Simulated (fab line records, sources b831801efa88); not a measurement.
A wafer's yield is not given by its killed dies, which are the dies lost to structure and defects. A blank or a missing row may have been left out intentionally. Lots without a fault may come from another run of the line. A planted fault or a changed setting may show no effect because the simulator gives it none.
Matching of chambers ; flow sky130 ; pecvd-04 running SKY_PASSIVATION_CVD_00: 3 sister chambers
The step deposits SiO2, target thk 90 nm. 20 wafers are shown with their chamber, then 10 later ones without.

WAFERS PAIRED WITH THEIR CHAMBERS
wafer;chamber;heater-power-w (W);susceptor-temp-C (C)
L074.2;1;590;400.14
L074.3;0;652;400.16
L074.4;0;647;400.00
L076.2;1;565;399.96
L076.3;2;591;399.71
L076.6;2;600;400.23
L077.1;2;573;399.91
L077.4;1;578;399.99
L077.5;2;577;400.19
L079.2;0;672;400.29
L079.4;1;515;399.76
L079.6;0;526;400.44
L084.1;1;604;399.97
L084.3;2;564;399.88
L084.6;2;585;399.95
L086.1;2;582;400.08
L086.3;0;635;400.03
L086.6;2;613;400.16
L091.1;2;577;399.75
L091.2;1;581;400.24

SIGNATURES (averages over the wafers above)
reading;chamber 0;chamber 1;chamber 2;scatter within a chamber
heater-power-w;626.40;572.17;584.67;34.2
susceptor-temp-C;400.1840;400.0100;399.9844;0.182
Rule: for each reading, subtract the chamber's mean from the wafer's reading, divide by that reading's scatter and square the result; add these up over the readings and take the root, which gives the wafer's distance from the chamber. The wafer belongs to the nearest chamber; if the next one is less than 2 further off, it can't be placed. The scatter is the square root of a quotient: the sum, over the shown wafers, of each reading's squared deviation from its chamber's mean, divided by wafers minus chambers.

WAFERS WHOSE CHAMBER IS MISSING
wafer;heater-power-w (W);susceptor-temp-C (C)
L091.5;582;400.08
L089.2;525;399.87
L089.4;483;400.03
L089.6;500;400.31
L093.1;563;400.19
L093.3;638;399.40
L093.4;574;399.69
L094.3;579;400.07
L094.4;497;399.92
L094.6;578;400.18

EACH ONE'S CHAMBER
wafer;from the rows above;in truth
L091.5;can't be placed: 1 or 2 or 0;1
L089.2;can't be placed: 1 or 2 or 0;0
L089.4;can't be placed: 1 or 2 or 0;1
L089.6;can't be placed: 1 or 2 or 0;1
L093.1;can't be placed: 1 or 2 or 0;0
L093.3;can't be placed: 2 or 1 or 0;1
L093.4;can't be placed: 2 or 1 or 0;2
L094.3;can't be placed: 1 or 2 or 0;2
L094.4;can't be placed: 1 or 2 or 0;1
L094.6;can't be placed: 1 or 2 or 0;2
Placed correctly: 0 of 10. These rows do not allow placing 10 (true chamber among the candidates in 10). Number placed wrongly: 0.
